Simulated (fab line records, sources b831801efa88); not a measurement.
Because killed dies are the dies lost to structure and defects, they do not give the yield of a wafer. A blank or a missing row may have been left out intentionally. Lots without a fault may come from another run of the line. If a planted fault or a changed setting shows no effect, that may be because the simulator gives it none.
fab line records ; flow gf180mcu ; part 1 of 2: steps 1 to 26 of 35
record lots=5; wafers=15; last-day=33
route steps=602 shown M2@381 V2@382 M3@409
lots that met no fault: taken from a fault-free run of the same line
start-h: the number of hours between the record's first day and the start of the first shown wafer of the lot ; wait-h: hours since the lot's step before ; " as in the row above ; L1.1+2: one row covering several wafers at once ; - either no value or no given start ; * or withheld: withheld ; < > ~ a bound
route shown NAME@n: NAME is a module with steps in the file, n the number in the route of the first one ; usual: mean/standard deviation taken from wafers without a fault ; same: alike in all rows ; chamber/n: place in a boat ; sites: per-site readings ; _std_site: their standard deviation ; _edge_site: the outer-site mean with the inner-site mean subtracted ; radius-mm: for every site, how far away it sits from the centre of the wafer ; mask NAME#n: copy n ; behind: the most recent tool/chamber to have shaped the wafer ; hold: why the lot was held/for how many hours/how that ended ; device: the n, p or np transistor that did not switch ; end of line: at the end of the route, the tests of the same wafers ; step lacking rows: just its recipe ; killed: dies lost to structure and defects at the first sort, not the wafer's yield ; map: shows each die of a wafer: x if killed, . if not, _ if none is there
set.NAME: the run value of the setting; set.NAME@STEP: its run value at that earlier step ; model.NAME: the simulator's own value behind a step, which no gauge read
lots seen at some steps along the route; tables by step, rows by wafer
services: the hour from which a tool's chamber was out of use, counted from the record's first day as start-h (under 0 if before that day), plus the number of hours and why
## steps
# step GF_M2_CLEAN_19
# recipe chemistry=DIW; dry=n2-spin
lot.wafer;tool;chamber;start-h;wait-h
L079.2+3+5;wet-bench-02;0;494.62;0.0
L083.1+5+6;wet-bench-03;2;526.20;0.0
L084.2+4+5;wet-bench-03;0;535.46;0.0
L090.2+4+5;wet-bench-03;2;577.24;0.0
L095.1+4+5;wet-bench-03;2;607.94;0.0
# step GF_V2_CVD_00
# recipe material=SiO2; target-thk-nm=600; sigma-open-frac=0.3; temp-c=400; time-s=100; sih4-flow-sccm=60; pressure-mtorr=6
lot.wafer;tool;chamber;start-h;wait-h
L079.2+3+5;hdpcvd-01;2,0,1;494.71;0.0
L083.1+5+6;hdpcvd-01;2,2,0;526.30;0.0
L084.2+4+5;hdpcvd-02;2,2,1;535.56;0.0
L090.2+4+5;hdpcvd-01;1,0,2;577.44;0.0
L095.1+4+5;hdpcvd-01;0,2,1;608.04;0.0
# step GF_V2_THK_MEAS_01
# recipe reads=SiO2_of_V2_CVD_00
# usual V2_CVD_00_THK=599/6.1
lot.wafer;tool;chamber;start-h;wait-h;V2_CVD_00_THK[nm]
L079.2;film-metro-02;-;494.79;0.0;597
L079.3;film-metro-02;-;494.79;0.0;603
L079.5;film-metro-02;-;494.79;0.0;600
L083.1;film-metro-04;-;526.37;0.0;597
L083.5;film-metro-04;-;526.37;0.0;600
L083.6;film-metro-04;-;526.37;0.0;599
L084.2;film-metro-04;-;535.65;0.0;586
L084.4;film-metro-04;-;535.65;0.0;589
L084.5;film-metro-04;-;535.65;0.0;597
L090.2;film-metro-04;-;577.52;0.0;595
L090.4;film-metro-04;-;577.52;0.0;598
L090.5;film-metro-04;-;577.52;0.0;598
L095.1;film-metro-01;-;608.11;0.0;606
L095.4;film-metro-01;-;608.11;0.0;603
L095.5;film-metro-01;-;608.11;0.0;601
# step GF_V2_CVD_02
# recipe material=SiO2; target-thk-nm=850; precursor=TEOS; temp-c=400; time-s=94.851; rf-w=600
# usual heater-power-w=659/88; rf-fwd-power-W=596.7/2
lot.wafer;tool;chamber;start-h;wait-h;heater-power-w;rf-fwd-power-W
L079.2;pecvd-03;2;494.84;0.0;760;594.5
L079.3;pecvd-03;1;494.84;0.0;512;595.6
L079.5;pecvd-03;2;494.84;0.0;679;594.6
L083.1;pecvd-04;0;526.43;0.1;734;598.9
L083.5;pecvd-04;2;526.43;0.1;800;598.1
L083.6;pecvd-04;1;526.43;0.1;747;597.7
L084.2;pecvd-04;0;535.70;0.0;687;598.5
L084.4;pecvd-04;0;535.70;0.0;720;601.8
L084.5;pecvd-04;2;535.70;0.0;782;596.6
L090.2;pecvd-03;2;577.57;0.0;760;594.7
L090.4;pecvd-03;2;577.57;0.0;606;594.3
L090.5;pecvd-03;0;577.57;0.0;631;601.0
L095.1;pecvd-04;0;608.17;0.1;645;596.1
L095.4;pecvd-04;2;608.17;0.1;779;597.6
L095.5;pecvd-04;0;608.17;0.1;696;594.9
# step GF_V2_THK_MEAS_03
# recipe reads=SiO2_of_V2_CVD_02
# usual V2_CVD_02_THK=848/10
lot.wafer;tool;chamber;start-h;wait-h;V2_CVD_02_THK[nm]
L079.2;film-metro-01;-;494.96;0.1;848
L079.3;film-metro-01;-;494.96;0.1;858
L079.5;film-metro-01;-;494.96;0.1;853
L083.1;film-metro-01;-;526.50;0.0;838
L083.5;film-metro-01;-;526.50;0.0;853
L083.6;film-metro-01;-;526.50;0.0;860
L084.2;film-metro-02;-;535.78;0.0;836
L084.4;film-metro-02;-;535.78;0.0;844
L084.5;film-metro-02;-;535.78;0.0;856
L090.2;film-metro-01;-;577.65;0.0;835
L090.4;film-metro-01;-;577.65;0.0;840
L090.5;film-metro-01;-;577.65;0.0;844
L095.1;film-metro-02;-;608.24;0.0;826
L095.4;film-metro-02;-;608.24;0.0;846
L095.5;film-metro-02;-;608.24;0.0;844
# step GF_V2_CMP_04
# recipe material=SiO2; down-force-psi=4; platen-rpm=60; pad-velocity-m-s=0.94248
# usual motor-current-A=12.4/0.82; time-to-endpoint-s=76/5.1
lot.wafer;tool;chamber;start-h;wait-h;motor-current-A;time-to-endpoint-s
L079.3;cmp-01;1;495.11;0.1;13.0;75
L079.2;cmp-01;2;495.11;0.1;12.6;68
L079.5;cmp-01;3;495.11;0.1;11.4;72
L083.1;cmp-02;3;526.66;0.1;12.4;75
L083.6;cmp-02;1;526.66;0.1;13.9;84
L083.5;cmp-02;2;526.66;0.1;12.2;79
L084.4;cmp-01;1;535.93;0.1;12.7;74
L084.2;cmp-01;2;535.93;0.1;13.5;66
L084.5;cmp-01;3;535.93;0.1;12.1;73
L090.4;cmp-02;2;577.75;0.1;12.6;75
L090.2;cmp-02;0;577.75;0.1;12.8;74
L090.5;cmp-02;2;577.75;0.1;12.6;76
L095.4;cmp-02;1;608.30;0.0;13.2;74
L095.1;cmp-02;3;608.30;0.0;12.8;70
L095.5;cmp-02;1;608.30;0.0;13.0;77
# step GF_V2_BOW_MEAS_05
# recipe mode=bow
# usual V2_BOW=100/8.8
lot.wafer;tool;chamber;start-h;wait-h;V2_BOW[um]
L079.2;film-metro-01;-;495.33;0.1;96
L079.3;film-metro-01;-;495.33;0.1;99
L079.5;film-metro-01;-;495.33;0.1;87
L083.1;film-metro-02;-;526.86;0.1;107
L083.5;film-metro-02;-;526.86;0.1;110
L083.6;film-metro-02;-;526.86;0.1;99
L084.2;film-metro-04;-;536.15;0.1;95
L084.4;film-metro-04;-;536.15;0.1;96
L084.5;film-metro-04;-;536.15;0.1;104
L090.2;film-metro-01;-;578.02;0.1;90
L090.4;film-metro-01;-;578.02;0.1;95
L090.5;film-metro-01;-;578.02;0.1;97
L095.1;film-metro-04;-;608.60;0.1;95
L095.4;film-metro-04;-;608.60;0.1;94
L095.5;film-metro-04;-;608.60;0.1;88
# step GF_V2_DEHYDRATE_06
# recipe temp-c=200; time-s=60
# usual chill-plate-temp-C=22.97/0.1
lot.wafer;tool;chamber;start-h;wait-h;chill-plate-temp-C
L079.2;litho-track-04;0;506.62;11.3;23.02
L079.3;litho-track-04;0;506.62;11.3;22.95
L079.5;litho-track-04;0;506.62;11.3;22.98
L083.1;litho-track-03;0;537.89;11.0;22.93
L083.5;litho-track-03;0;537.89;11.0;23.17
L083.6;litho-track-03;0;537.89;11.0;23.04
L084.2;litho-track-02;0;546.90;10.7;22.80
L084.4;litho-track-02;0;546.90;10.7;22.97
L084.5;litho-track-02;0;546.90;10.7;22.94
L090.2;litho-track-02;0;588.50;10.5;23.00
L090.4;litho-track-02;0;588.50;10.5;22.86
L090.5;litho-track-02;0;588.50;10.5;22.78
L095.1;litho-track-02;0;618.53;9.9;23.16
L095.4;litho-track-02;0;618.53;9.9;23.15
L095.5;litho-track-02;0;618.53;9.9;23.19
# step GF_V2_HMDS_07
# recipe prime-time-s=60; prime-temp-c=120
# usual chill-plate-temp-C=22.98/0.1
lot.wafer;tool;chamber;start-h;wait-h;chill-plate-temp-C
L079.2;litho-track-04;0;506.77;0.1;23.09
L079.3;litho-track-04;0;506.77;0.1;23.04
L079.5;litho-track-04;0;506.77;0.1;23.16
L083.1;litho-track-03;0;538.04;0.1;22.99
L083.5;litho-track-03;0;538.04;0.1;22.93
L083.6;litho-track-03;0;538.04;0.1;23.00
L084.2;litho-track-02;0;547.05;0.1;23.04
L084.4;litho-track-02;0;547.05;0.1;23.10
L084.5;litho-track-02;0;547.05;0.1;22.99
L090.2;litho-track-02;0;588.65;0.1;23.16
L090.4;litho-track-02;0;588.65;0.1;22.99
L090.5;litho-track-02;0;588.65;0.1;23.05
L095.1;litho-track-02;0;618.68;0.1;22.87
L095.4;litho-track-02;0;618.68;0.1;22.92
L095.5;litho-track-02;0;618.68;0.1;23.08
# step GF_V2_COAT_08
# recipe resist=BARC; temp-c=withheld; time-s=withheld; spin-rpm=withheld; resist-thk-nm=withheld
# usual chill-plate-temp-C=*
lot.wafer;tool;chamber;start-h;wait-h;chill-plate-temp-C
L079.2;litho-track-04;0;506.92;0.1;*
L079.3;litho-track-04;0;506.92;0.1;*
L079.5;litho-track-04;0;506.92;0.1;*
L083.1;litho-track-03;0;538.19;0.1;*
L083.5;litho-track-03;0;538.19;0.1;*
L083.6;litho-track-03;0;538.19;0.1;*
L084.2;litho-track-02;0;547.20;0.1;*
L084.4;litho-track-02;0;547.20;0.1;*
L084.5;litho-track-02;0;547.20;0.1;*
L090.2;litho-track-02;0;588.80;0.1;*
L090.4;litho-track-02;0;588.80;0.1;*
L090.5;litho-track-02;0;588.80;0.1;*
L095.1;litho-track-02;0;618.83;0.1;*
L095.4;litho-track-02;0;618.83;0.1;*
L095.5;litho-track-02;0;618.83;0.1;*
# step GF_V2_COAT_09
# recipe resist=KrF; spin-rpm=withheld; resist-thk-nm=1000
# usual chill-plate-temp-C=22.99/0.11
lot.wafer;tool;chamber;start-h;wait-h;chill-plate-temp-C
L079.2;litho-track-04;0;-;-;22.91
L079.3;litho-track-04;0;-;-;22.98
L079.5;litho-track-04;0;-;-;23.18
L083.1;litho-track-03;0;-;-;23.01
L083.5;litho-track-03;0;-;-;22.95
L083.6;litho-track-03;0;-;-;23.07
L084.2;litho-track-02;0;-;-;23.01
L084.4;litho-track-02;0;-;-;22.90
L084.5;litho-track-02;0;-;-;23.11
L090.2;litho-track-02;0;-;-;23.01
L090.4;litho-track-02;0;-;-;23.17
L090.5;litho-track-02;0;-;-;23.07
L095.1;litho-track-02;0;-;-;22.84
L095.4;litho-track-02;0;-;-;22.93
L095.5;litho-track-02;0;-;-;22.81
# step GF_V2_SOFTBAKE_10
# recipe temp-c=130; time-s=60; resist=KrF
# usual chill-plate-temp-C=23.01/0.11
lot.wafer;tool;chamber;start-h;wait-h;chill-plate-temp-C
L079.2;litho-track-04;0;-;-;22.97
L079.3;litho-track-04;0;-;-;22.84
L079.5;litho-track-04;0;-;-;22.82
L083.1;litho-track-03;0;-;-;22.90
L083.5;litho-track-03;0;-;-;22.95
L083.6;litho-track-03;0;-;-;22.92
L084.2;litho-track-02;0;-;-;22.86
L084.4;litho-track-02;0;-;-;23.05
L084.5;litho-track-02;0;-;-;23.10
L090.2;litho-track-02;0;-;-;22.90
L090.4;litho-track-02;0;-;-;23.13
L090.5;litho-track-02;0;-;-;22.94
L095.1;litho-track-02;0;-;-;22.90
L095.4;litho-track-02;0;-;-;23.11
L095.5;litho-track-02;0;-;-;23.03
# step GF_V2_EXPOSE_11
# recipe mask-id=Via2; target-cd-nm=260; na=0.68; source-shape=conventional; sigma-outer=0.6; dose-mj=38
# usual stage-vel-mm-s=499.95/0.26
lot.wafer;tool;chamber;start-h;wait-h;mask;stage-vel-mm-s
L079.2;krf-scanner-02;0;-;-;Via2#0;499.94
L079.3;krf-scanner-02;0;-;-;Via2#0;499.79
L079.5;krf-scanner-02;0;-;-;Via2#0;499.88
L083.1;krf-scanner-02;0;-;-;Via2#0;499.59
L083.5;krf-scanner-02;0;-;-;Via2#0;500.03
L083.6;krf-scanner-02;0;-;-;Via2#0;499.83
L084.2;krf-scanner-02;0;-;-;Via2#0;499.78
L084.4;krf-scanner-02;0;-;-;Via2#0;499.76
L084.5;krf-scanner-02;0;-;-;Via2#0;499.73
L090.2;krf-scanner-01;0;-;-;Via2#0;499.93
L090.4;krf-scanner-01;0;-;-;Via2#0;500.01
L090.5;krf-scanner-01;0;-;-;Via2#0;500.09
L095.1;krf-scanner-02;0;-;-;Via2#0;499.77
L095.4;krf-scanner-02;0;-;-;Via2#0;499.78
L095.5;krf-scanner-02;0;-;-;Via2#0;499.82
# step GF_V2_PEB_12
# recipe peb-temp-c=135; peb-time-s=90; resist=KrF
# usual chill-plate-temp-C=23.00/0.11
lot.wafer;tool;chamber;start-h;wait-h;chill-plate-temp-C
L079.2;litho-track-02;0;-;-;23.04
L079.3;litho-track-02;0;-;-;22.90
L079.5;litho-track-02;0;-;-;22.85
L083.1;litho-track-03;0;-;-;23.02
L083.5;litho-track-03;0;-;-;23.08
L083.6;litho-track-03;0;-;-;22.88
L084.2;litho-track-02;0;-;-;22.94
L084.4;litho-track-02;0;-;-;23.18
L084.5;litho-track-02;0;-;-;22.94
L090.2;litho-track-03;0;-;-;23.16
L090.4;litho-track-03;0;-;-;23.01
L090.5;litho-track-03;0;-;-;23.01
L095.1;litho-track-02;0;-;-;23.00
L095.4;litho-track-02;0;-;-;23.05
L095.5;litho-track-02;0;-;-;23.08
# step GF_V2_DEVELOP_13
# recipe develop-time-s=60; resist=KrF; dev-temp-c=21
# usual chill-plate-temp-C=22.99/0.11
lot.wafer;tool;chamber;start-h;wait-h;chill-plate-temp-C
L079.2;litho-track-02;0;519.10;0.2;22.80
L079.3;litho-track-02;0;519.10;0.2;22.82
L079.5;litho-track-02;0;519.10;0.2;22.87
L083.1;litho-track-03;0;549.59;0.2;23.21
L083.5;litho-track-03;0;549.59;0.2;22.90
L083.6;litho-track-03;0;549.59;0.2;23.09
L084.2;litho-track-02;0;558.30;0.2;23.03
L084.4;litho-track-02;0;558.30;0.2;23.03
L084.5;litho-track-02;0;558.30;0.2;23.04
L090.2;litho-track-03;0;599.47;0.2;22.71
L090.4;litho-track-03;0;599.47;0.2;22.76
L090.5;litho-track-03;0;599.47;0.2;22.85
L095.1;litho-track-02;0;629.28;0.2;22.92
L095.4;litho-track-02;0;629.28;0.2;22.97
L095.5;litho-track-02;0;629.28;0.2;23.03
# step GF_V2_CD_MEAS_14
# recipe target-cd-nm=260
# usual cd-nm=260.0/1.2
lot.wafer;tool;chamber;start-h;wait-h;cd-nm
L079.2;cd-sem-01;-;519.29;0.2;262.4
L079.3;cd-sem-01;-;519.29;0.2;261.8
L079.5;cd-sem-01;-;519.29;0.2;261.0
L083.1;cd-sem-02;-;549.74;0.1;259.2
L083.5;cd-sem-02;-;549.74;0.1;260.2
L083.6;cd-sem-02;-;549.74;0.1;260.2
L084.2;cd-sem-02;-;558.45;0.1;258.9
L084.4;cd-sem-02;-;558.45;0.1;259.9
L084.5;cd-sem-02;-;558.45;0.1;259.4
L090.2;cd-sem-02;-;599.61;0.1;262.1
L090.4;cd-sem-02;-;599.61;0.1;260.8
L090.5;cd-sem-02;-;599.61;0.1;260.7
L095.1;cd-sem-01;-;629.43;0.1;259.1
L095.4;cd-sem-01;-;629.43;0.1;258.7
L095.5;cd-sem-01;-;629.43;0.1;259.0
# step GF_V2_OVL_MEAS_15
# usual V2_OVL=-2/5.8
lot.wafer;tool;chamber;start-h;wait-h;V2_OVL[nm]
L079.2;overlay-01;-;519.39;0.1;1
L079.3;overlay-01;-;519.39;0.1;6
L079.5;overlay-01;-;519.39;0.1;-1
L083.1;overlay-01;-;549.86;0.1;-1
L083.5;overlay-01;-;549.86;0.1;0
L083.6;overlay-01;-;549.86;0.1;-3
L084.2;overlay-02;-;558.55;0.1;-1
L084.4;overlay-02;-;558.55;0.1;0
L084.5;overlay-02;-;558.55;0.1;6
L090.2;overlay-01;-;599.72;0.1;-6
L090.4;overlay-01;-;599.72;0.1;-2
L090.5;overlay-01;-;599.72;0.1;-5
L095.1;overlay-01;-;629.55;0.1;-1
L095.4;overlay-01;-;629.55;0.1;-4
L095.5;overlay-01;-;629.55;0.1;-4
# step GF_V2_ETCH_16
# recipe chemistry=N2/H2; target-depth-a=withheld; overetch-a=withheld; time-s=withheld; target=BARC; ion-energy-ev=200; source-w=500; bias-w=100; pressure-mtorr=30; n2-flow-sccm=100; h2-flow-sccm=200
# usual chamber-pressure-mTorr=29.996/0.024; drypump-motor-current-A=5.9/0.52; n2-flow-sccm=100.0/0.33; oes-product-au=0.855/0.0046; rf-fwd-power-W=494.3/2.5; throttle-valve-pct=13.225/0.0094
lot.wafer;tool;chamber;start-h;wait-h;chamber-pressure-mTorr;drypump-motor-current-A;n2-flow-sccm;oes-product-au;rf-fwd-power-W;throttle-valve-pct
L079.2;rie-diel-02;0;519.42;0.0;30.001;6.4;100.2;0.849;497.3;13.232
L079.3;rie-diel-02;2;519.42;0.0;29.989;5.3;99.9;0.852;493.7;13.222
L079.5;rie-diel-02;2;519.42;0.0;30.017;5.3;100.3;0.853;492.7;13.220
L083.1;rie-diel-02;0;549.90;0.0;30.016;6.4;99.6;0.855;496.7;13.212
L083.5;rie-diel-02;3;549.90;0.0;30.023;5.9;99.7;0.854;494.6;13.237
L083.6;rie-diel-02;0;549.90;0.0;29.992;6.4;99.4;0.854;496.2;13.226
L084.2;rie-diel-01;3;558.58;0.0;30.036;5.1;100.1;0.851;497.8;13.215
L084.4;rie-diel-01;2;558.58;0.0;29.949;5.1;99.9;0.850;494.1;13.218
L084.5;rie-diel-01;3;558.58;0.0;29.994;5.1;99.7;0.858;497.1;13.219
L090.2;rie-diel-02;1;599.75;0.0;29.976;6.6;100.1;0.852;491.6;13.227
L090.4;rie-diel-02;1;599.75;0.0;30.008;6.7;99.4;0.851;492.7;13.227
L090.5;rie-diel-02;3;599.75;0.0;29.959;5.9;100.4;0.850;493.9;13.221
L095.1;rie-diel-02;1;629.58;0.0;30.024;6.6;100.2;0.853;492.4;13.235
L095.4;rie-diel-02;1;629.58;0.0;29.969;6.6;100.2;0.859;491.9;13.226
L095.5;rie-diel-02;3;629.58;0.0;29.988;5.9;100.4;0.853;497.8;13.226
# step GF_V2_ETCH_17
# recipe chemistry=C4F8/O2/Ar; mask-material=KrF; target=SiO2; stop-on=TiN; source-w=1500; bias-w=1200; pressure-mtorr=40; c4f8-flow-sccm=withheld; O2_flow_sccm=6; Ar_flow_sccm=300; time-s=withheld; target-depth-a=6300
# usual chamber-pressure-mTorr=40.00/0.035; oes-product-au=0.855/0.0047; rf-fwd-power-W=1493/5.3
lot.wafer;tool;chamber;start-h;wait-h;chamber-pressure-mTorr;oes-product-au;rf-fwd-power-W
L079.2;rie-diel-02;0;-;-;40.05;0.849;1504
L079.3;rie-diel-02;2;-;-;40.02;0.853;1497
L079.5;rie-diel-02;2;-;-;39.99;0.859;1487
L083.1;rie-diel-02;0;-;-;40.05;0.847;1501
L083.5;rie-diel-02;3;-;-;40.05;0.857;1499
L083.6;rie-diel-02;0;-;-;40.03;0.855;1498
L084.2;rie-diel-01;3;-;-;40.01;0.851;1500
L084.4;rie-diel-01;2;-;-;40.02;0.850;1490
L084.5;rie-diel-01;3;-;-;39.99;0.860;1499
L090.2;rie-diel-02;1;-;-;39.99;0.856;1482
L090.4;rie-diel-02;1;-;-;39.99;0.854;1481
L090.5;rie-diel-02;3;-;-;39.99;0.854;1493
L095.1;rie-diel-02;1;-;-;39.98;0.854;1491
L095.4;rie-diel-02;1;-;-;40.02;0.865;1493
L095.5;rie-diel-02;3;-;-;39.93;0.851;1497
# step GF_V2_STRIP_18
# recipe chemistry=O2/N2; power-w=1400; pressure-mtorr=1500; platen-temp-c=250; o2-flow-sccm=3000; n2-flow-sccm=300; overash-fraction=0.5
# usual chamber-pressure-mTorr=1499.9/1.3; drypump-motor-current-A=5.9/0.45; heater-power-w=348/34; n2-flow-sccm=300.0/0.85; oes-product-au=0.592/0.0045
lot.wafer;tool;chamber;start-h;wait-h;chamber-pressure-mTorr;drypump-motor-current-A;heater-power-w;n2-flow-sccm;oes-product-au;rf-hours-counter-h
L079.2;plasma-asher-03;1;519.55;-;1499.0;5.5;327;298.8;0.592;91
L079.3;plasma-asher-03;0;519.55;-;1500.2;6.0;349;299.5;0.589;-
L079.5;plasma-asher-03;1;519.55;-;1499.4;5.5;314;300.3;0.593;-
L083.1;plasma-asher-02;0;550.03;-;1499.0;5.2;327;300.5;0.589;46
L083.5;plasma-asher-02;1;550.03;-;1502.1;6.0;310;299.5;0.594;-
L083.6;plasma-asher-02;0;550.03;-;1501.7;5.2;317;300.5;0.582;-
L084.2;plasma-asher-01;1;558.71;-;1500.8;6.6;363;300.4;0.593;13
L084.4;plasma-asher-01;1;558.71;-;1499.0;6.7;361;299.7;0.589;-
L084.5;plasma-asher-01;1;558.71;-;1501.5;6.6;366;301.4;0.590;-
L090.2;plasma-asher-03;0;599.88;-;1500.5;6.0;347;299.4;0.592;101
L090.4;plasma-asher-03;0;599.88;-;1498.2;6.0;347;299.2;0.593;-
L090.5;plasma-asher-03;1;599.88;-;1498.3;5.5;320;299.8;0.589;-
L095.1;plasma-asher-03;1;629.71;-;1502.2;5.5;324;300.2;0.597;104
L095.4;plasma-asher-03;1;629.71;-;1499.8;5.5;321;299.6;0.592;-
L095.5;plasma-asher-03;1;629.71;-;1499.5;5.5;326;301.0;0.586;-
# step GF_V2_STRIP_19
# recipe chemistry=post-etch-residue-remover; time-s=1200; temp-c=72.5
lot.wafer;tool;chamber;start-h;wait-h
L079.2+3+5;wet-bench-04;1;519.65;0.1
L083.1+5+6;wet-bench-04;1;550.13;0.1
L084.2+4+5;wet-bench-01;1;558.81;0.1
L090.2+4+5;wet-bench-01;2;599.98;0.1
L095.1+4+5;wet-bench-01;1;629.81;0.1
# step GF_V2_CLEAN_20
# recipe chemistry=DIW; dry=n2-spin
lot.wafer;tool;chamber;start-h;wait-h
L079.2+3+5;wet-bench-01;3;519.99;0.0
L083.1+5+6;wet-bench-01;0;550.47;0.0
L084.2+4+5;wet-bench-03;2;559.15;0.0
L090.2+4+5;wet-bench-03;2;600.35;0.0
L095.1+4+5;wet-bench-03;1;630.15;0.0
# step GF_V2_SPUTTER_21
# recipe material=Ti; target-thk-nm=15; chamber-pressure-pa=5; power-w=2500; substrate-temp-c=200; time-s=80.02
# usual throttle-valve-pct=30.2/1.1
lot.wafer;tool;chamber;start-h;wait-h;throttle-valve-pct
L079.2;pvd-sputter-01;-;520.08;0.0;29.9
L079.3;pvd-sputter-01;-;520.08;0.0;29.1
L079.5;pvd-sputter-01;-;520.08;0.0;28.9
L083.1;pvd-sputter-04;-;550.56;0.0;31.3
L083.5;pvd-sputter-04;-;550.56;0.0;28.5
L083.6;pvd-sputter-04;-;550.56;0.0;31.2
L084.2;pvd-sputter-03;-;559.25;0.0;30.0
L084.4;pvd-sputter-03;-;559.25;0.0;30.5
L084.5;pvd-sputter-03;-;559.25;0.0;30.3
L090.2;pvd-sputter-03;-;600.44;0.0;31.9
L090.4;pvd-sputter-03;-;600.44;0.0;30.3
L090.5;pvd-sputter-03;-;600.44;0.0;32.0
L095.1;pvd-sputter-04;-;630.24;0.0;31.2
L095.4;pvd-sputter-04;-;630.24;0.0;31.8
L095.5;pvd-sputter-04;-;630.24;0.0;28.6
# step GF_V2_SPUTTER_22
# recipe material=TiN; target-thk-nm=10; chamber-pressure-pa=5; power-w=4000; time-s=40
# usual throttle-valve-pct=30.2/1.1
lot.wafer;tool;chamber;start-h;wait-h;throttle-valve-pct
L079.2;pvd-sputter-01;-;520.14;0.0;29.5
L079.3;pvd-sputter-01;-;520.14;0.0;29.3
L079.5;pvd-sputter-01;-;520.14;0.0;29.4
L083.1;pvd-sputter-04;-;550.62;0.0;31.3
L083.5;pvd-sputter-04;-;550.62;0.0;28.5
L083.6;pvd-sputter-04;-;550.62;0.0;31.3
L084.2;pvd-sputter-03;-;559.31;0.0;29.6
L084.4;pvd-sputter-03;-;559.31;0.0;30.4
L084.5;pvd-sputter-03;-;559.31;0.0;30.5
L090.2;pvd-sputter-03;-;600.51;0.0;32.1
L090.4;pvd-sputter-03;-;600.51;0.0;30.3
L090.5;pvd-sputter-03;-;600.51;0.0;31.7
L095.1;pvd-sputter-04;-;630.31;0.0;31.1
L095.4;pvd-sputter-04;-;630.31;0.0;32.1
L095.5;pvd-sputter-04;-;630.31;0.0;28.2
# step GF_V2_CVD_23
# recipe material=W; target-thk-nm=350; time-s=104.94; temp-c=400; pressure-torr=40
# usual heater-power-w=859/94
lot.wafer;tool;chamber;start-h;wait-h;heater-power-w
L079.2;cvd-w-01;0;520.18;0.0;750
L079.3;cvd-w-01;0;520.18;0.0;758
L079.5;cvd-w-01;1;520.18;0.0;1010
L083.1;cvd-w-01;1;550.66;0.0;1000
L083.5;cvd-w-01;0;550.66;0.0;750
L083.6;cvd-w-01;1;550.66;0.0;1025
L084.2;cvd-w-01;0;559.35;0.0;783
L084.4;cvd-w-01;0;559.35;0.0;774
L084.5;cvd-w-01;1;559.35;0.0;1019
L090.2;cvd-w-01;0;600.55;0.0;747
L090.4;cvd-w-01;1;600.55;0.0;1024
L090.5;cvd-w-01;1;600.55;0.0;1020
L095.1;cvd-w-02;0;630.34;0.0;851
L095.4;cvd-w-02;1;630.34;0.0;817
L095.5;cvd-w-02;0;630.34;0.0;859
# step GF_V2_RS_MEAS_24
# recipe thk-meas-gauge=four-point-probe; reads=W_of_V2_CVD_23+TiN_of_V2_SPUTTER_22+Ti_of_V2_SPUTTER_21
# usual V2_W_RS=0.329/0.0045
lot.wafer;tool;chamber;start-h;wait-h;V2_W_RS[ohm/sq]
L079.2;film-metro-02;-;520.32;0.1;0.333
L079.3;film-metro-02;-;520.32;0.1;0.334
L079.5;film-metro-02;-;520.32;0.1;0.324
L083.1;film-metro-02;-;550.77;0.1;0.326
L083.5;film-metro-02;-;550.77;0.1;0.331
L083.6;film-metro-02;-;550.77;0.1;0.321
L084.2;film-metro-02;-;559.48;0.1;0.331
L084.4;film-metro-02;-;559.48;0.1;0.335
L084.5;film-metro-02;-;559.48;0.1;0.322
L090.2;film-metro-04;-;600.69;0.1;0.334
L090.4;film-metro-04;-;600.69;0.1;0.322
L090.5;film-metro-04;-;600.69;0.1;0.321
L095.1;film-metro-04;-;630.46;0.1;0.330
L095.4;film-metro-04;-;630.46;0.1;0.328
L095.5;film-metro-04;-;630.46;0.1;0.329
